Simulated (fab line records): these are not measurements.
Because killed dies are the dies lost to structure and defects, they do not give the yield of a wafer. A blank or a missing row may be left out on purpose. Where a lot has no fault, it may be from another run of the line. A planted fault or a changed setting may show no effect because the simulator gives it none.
Which of the tools did it? | flow sfq line | 14 lots with 42 wafers sampled at 5 steps, on a route of 325 steps

## WHAT THE GAUGES READ, wafer by wafer
The record lacks any reading of a measuring or inspecting step that a usual standard deviation could be used to judge.

## WHAT TOOL EACH LOT RAN ON (gives the tool, then ch and the chambers of the sampled wafers, and finally the start)
lot  | SFQ_TRILAYER_I0_DEP_PECVD_027   | SFQ_TRILAYER_I0_CMP_CMP_028   | SFQ_TRILAYER_M1_BARC_OPEN_METAL_ETCH_054 | SFQ_TRILAYER_I1_VIA_STRIP_STRIP_053 | SFQ_TRILAYER_M2_DEP_SPUTTER_055
L421 | pecvd-02 ch 0,1,2, day 14 02:47 | cmp-02 ch 0,1,2, day 14 02:52 | rie metal-01 ch 0,1, day 26 13:02        | rie metal-03 ch 0,1, day 33 03:15   | pvd sputter-04, day 33 04:04
L423 | pecvd-04 ch 1,2, day 14 12:51   | cmp-02 ch 0,1, day 14 14:48   | rie metal-01 ch 0,1, day 27 05:50        | rie metal-03 ch 0,1, day 33 21:28   | pvd sputter-03, day 33 22:26
L424 | pecvd-02 ch 0,1, day 14 22:01   | cmp-02 ch 0,2,3, day 15 00:18 | rie metal-04 ch 0,1, day 27 17:50        | rie metal-03 ch 0,1, day 34 10:28   | pvd sputter-04, day 34 11:16
L425 | pecvd-04 ch 0,1, day 15 04:37   | cmp-01 ch 0,3, day 15 07:50   | rie metal-04 ch 0,1, day 28 07:11        | rie metal-02 ch 0,1, day 35 03:28   | pvd sputter-04, day 35 04:04
L427 | pecvd-01 ch 0,1,2, day 15 20:02 | cmp-01 ch 1,2, day 15 20:07   | rie metal-04 ch 0,1, day 29 07:10        | rie metal-02 ch 1, day 36 04:25     | pvd sputter-04, day 36 05:13
L429 | pecvd-02 ch 1,2, day 17 04:51   | cmp-02 ch 1,3, day 17 05:23   | rie metal-03 ch 0,1, day 30 13:11        | rie metal-01 ch 0,1, day 37 09:25   | pvd sputter-03, day 37 10:01
L430 | pecvd-02 ch 1,2, day 17 08:25   | cmp-02 ch 0,1,3, day 17 08:32 | rie metal-01 ch 0,1, day 30 22:46        | rie metal-01 ch 0,1, day 37 17:37   | pvd sputter-04, day 37 18:37
L431 | pecvd-02 ch 1,2, day 17 15:39   | cmp-01 ch 0,2,3, day 17 18:32 | rie metal-03 ch 0,1, day 31 06:35        | rie metal-02 ch 0,1, day 38 01:01   | pvd sputter-04, day 38 01:37
L432 | pecvd-04 ch 1,2, day 18 00:01   | cmp-02 ch 1,3, day 18 04:37   | rie metal-03 ch 0,1, day 31 16:11        | rie metal-01 ch 0,1, day 38 10:44   | pvd sputter-06, day 38 11:33
L440 | pecvd-04 ch 0,1, day 21 05:45   | cmp-02 ch 2,3, day 21 13:07   | rie metal-03 ch 0,1, day 35 01:55        | rie metal-03 ch 0,1, day 41 13:22   | pvd sputter-06, day 41 14:10
L441 | pecvd-01 ch 1,2, day 21 09:54   | cmp-01 ch 2,3, day 21 13:58   | rie metal-03 ch 0,1, day 35 05:32        | rie metal-02 ch 0,1, day 41 15:58   | pvd sputter-04, day 41 16:34
L442 | pecvd-04 ch 0,1,2, day 21 15:59 | cmp-01 ch 0,2,3, day 21 19:58 | rie metal-04 ch 1, day 35 15:08          | rie metal-01 ch 0,1, day 42 04:02   | pvd sputter-06, day 42 04:50
L443 | pecvd-02 ch 0,1, day 21 23:11   | cmp-01 ch 1,2,3, day 22 03:28 | rie metal-04 ch 0,1, day 35 21:07        | rie metal-02 ch 1, day 42 13:22     | pvd sputter-06, day 42 14:46
L444 | pecvd-02 ch 1,2, day 22 07:35   | cmp-02 ch 1,2, day 22 08:54   | rie metal-03 ch 0,1, day 36 05:27        | rie metal-02 ch 1, day 42 20:34     | pvd sputter-04, day 42 21:58
- SFQ_TRILAYER_I0_DEP_PECVD_027: deposits SiO2 from SiH4/N2O, time 111.11 s, target thk 500 nm.
- SFQ_TRILAYER_I0_CMP_CMP_028: polishes SiO2.
- SFQ_TRILAYER_M1_BARC_OPEN_METAL_ETCH_054: etches BARC in O2, target depth 125 nm, time 41.7 s.
- SFQ_TRILAYER_I1_VIA_STRIP_STRIP_053: strips in O2.
- SFQ_TRILAYER_M2_DEP_SPUTTER_055: material Nb, target thk 200 nm, time 133.3 s.

## AS READ BY THE TOOLS THEMSELVES (means over the sampled wafers that have a number; for cases with no such wafer, the mark the record gives instead)
SFQ_TRILAYER_I0_DEP_PECVD_027. Usual: heater power w 81 W, standard deviation 14; rf fwd power W 182.3 W, standard deviation 0.64; showerhead vpp V 832 V, standard deviation 24; throttle valve pct 24.3 %, standard deviation 1.2.
lot  | tool     | heater power w (W) | rf fwd power W (W) | showerhead vpp V (V) | throttle valve pct (%) | flag
L421 | pecvd-02 | 84                 | 182.3              | 848                  | 24.2                   |
L423 | pecvd-04 | 76                 | 182.2              | 838                  | 23.4                   |
L424 | pecvd-02 | 89                 | 181.9              | 833                  | 24.5                   |
L425 | pecvd-04 | 97                 | 182.3              | 798                  | 23.1                   |
L427 | pecvd-01 | 66                 | 182.3              | 838                  | 25.5                   |
L429 | pecvd-02 | 79                 | 182.4              | 844                  | 23.9                   |
L430 | pecvd-02 | 88                 | 157.5              | 791                  | 23.8                   | OFF
L431 | pecvd-02 | 88                 | 157.4              | 789                  | 23.9                   | OFF
L432 | pecvd-04 | 70                 | 181.9              | 832                  | 23.7                   |
L440 | pecvd-04 | 97                 | 181.8              | 817                  | 23.5                   |
L441 | pecvd-01 | 72                 | 183.3              | 839                  | 25.2                   |
L442 | pecvd-04 | 88                 | 182.0              | 811                  | 23.7                   |
L443 | pecvd-02 | 89                 | 182.9              | 846                  | 24.9                   |
L444 | pecvd-02 | 84                 | 182.5              | 833                  | 24.9                   |

SFQ_TRILAYER_I0_CMP_CMP_028. Usual: motor current A 10.4 A, standard deviation 1.1; time to endpoint s 216 s, standard deviation 6.8.
lot  | tool   | motor current A (A) | time to endpoint s (s) | flag
L421 | cmp-02 | 9.7                 | 222                    |
L423 | cmp-02 | 10.1                | 224                    |
L424 | cmp-02 | 10.2                | 224                    |
L425 | cmp-01 | 9.8                 | 221                    |
L427 | cmp-01 | 11.5                | 219                    |
L429 | cmp-02 | 11.2                | 213                    |
L430 | cmp-02 | 10.6                | 195                    | OFF
L431 | cmp-01 | 10.4                | 194                    | OFF
L432 | cmp-02 | 11.6                | 211                    |
L440 | cmp-02 | 10.9                | 215                    |
L441 | cmp-01 | 10.5                | 212                    |
L442 | cmp-01 | 10.5                | 207                    |
L443 | cmp-01 | 10.6                | 210                    |
L444 | cmp-02 | 10.3                | 217                    |

SFQ_TRILAYER_M1_BARC_OPEN_METAL_ETCH_054. Usual: drypump motor current A 5.6 A, standard deviation 0.46; oes product au 0.685 a.u., standard deviation 0.0046.
lot  | tool         | drypump motor current A (A) | oes product au (a.u.) | flag
L421 | rie metal-01 | 5.5                         | 0.685                 |
L423 | rie metal-01 | 5.7                         | 0.683                 |
L424 | rie metal-04 | 5.8                         | 0.681                 |
L425 | rie metal-04 | 5.8                         | 0.687                 |
L427 | rie metal-04 | 5.8                         | 0.688                 |
L429 | rie metal-03 | 5.0                         | 0.684                 |
L430 | rie metal-01 | 5.7                         | 0.687                 |
L431 | rie metal-03 | 5.3                         | 0.684                 |
L432 | rie metal-03 | 5.1                         | 0.684                 |
L440 | rie metal-03 | 5.3                         | 0.686                 |
L441 | rie metal-03 | 5.3                         | 0.686                 |
L442 | rie metal-04 | 6.2                         | 0.684                 |
L443 | rie metal-04 | 5.8                         | 0.689                 |
L444 | rie metal-03 | 5.1                         | 0.684                 |

SFQ_TRILAYER_I1_VIA_STRIP_STRIP_053. Usual: drypump motor current A 5.7 A, standard deviation 0.49; oes product au 1.000 a.u., standard deviation 0.008.
lot  | tool         | drypump motor current A (A) | oes product au (a.u.) | flag
L421 | rie metal-03 | 5.1                         | 0.997                 |
L423 | rie metal-03 | 5.3                         | 0.999                 |
L424 | rie metal-03 | 5.3                         | 0.991                 |
L425 | rie metal-02 | 6.2                         | 1.010                 |
L427 | rie metal-02 | 6.3                         | 1.007                 |
L429 | rie metal-01 | 5.6                         | 1.000                 |
L430 | rie metal-01 | 5.6                         | 1.002                 |
L431 | rie metal-02 | 6.2                         | 1.005                 |
L432 | rie metal-01 | 5.6                         | 1.007                 |
L440 | rie metal-03 | 5.1                         | 0.992                 |
L441 | rie metal-02 | 6.2                         | 1.000                 |
L442 | rie metal-01 | 5.5                         | 0.990                 |
L443 | rie metal-02 | 6.3                         | 1.003                 |
L444 | rie metal-02 | 6.3                         | 1.004                 |

SFQ_TRILAYER_M2_DEP_SPUTTER_055. Usual: throttle valve pct 29.4 %, standard deviation 1.
lot  | tool           | throttle valve pct (%) | flag
L421 | pvd sputter-04 | 29.6                   |
L423 | pvd sputter-03 | 29.9                   |
L424 | pvd sputter-04 | 29.3                   |
L425 | pvd sputter-04 | 28.6                   |
L427 | pvd sputter-04 | 29.5                   |
L429 | pvd sputter-03 | 29.2                   |
L430 | pvd sputter-04 | 29.4                   |
L431 | pvd sputter-04 | 29.4                   |
L432 | pvd sputter-06 | 29.5                   |
L440 | pvd sputter-06 | 30.6                   |
L441 | pvd sputter-04 | 29.1                   |
L442 | pvd sputter-06 | 29.5                   |
L443 | pvd sputter-06 | 29.6                   |
L444 | pvd sputter-04 | 29.0                   |

## THE ANSWER, worked out from the rows above alone
Rule: lot off if the mean of its wafers having a number is beyond 3 standard deviations from the usual mean. A lot without any number at a reading at which 4 lots or more have one is off too. Where the step has rows for the other lots, those lots are counted as sound. After the gauges, taken in route order, come the tools' own readings; for these a lot's mean is taken, as printed above. At the first step where some lot is off, the reading lying furthest off is the one used; lots without a number count as furthest.
Off at SFQ_TRILAYER_I0_DEP_PECVD_027 (rf fwd power W): L430, L431.
If a tool, at that step or one of the process steps before it, ran each lot that is off and ran no sound lot following the first of them, it fits. Of those tried, none fits.

## WHAT WAS PUT IN BY THE SIMULATOR
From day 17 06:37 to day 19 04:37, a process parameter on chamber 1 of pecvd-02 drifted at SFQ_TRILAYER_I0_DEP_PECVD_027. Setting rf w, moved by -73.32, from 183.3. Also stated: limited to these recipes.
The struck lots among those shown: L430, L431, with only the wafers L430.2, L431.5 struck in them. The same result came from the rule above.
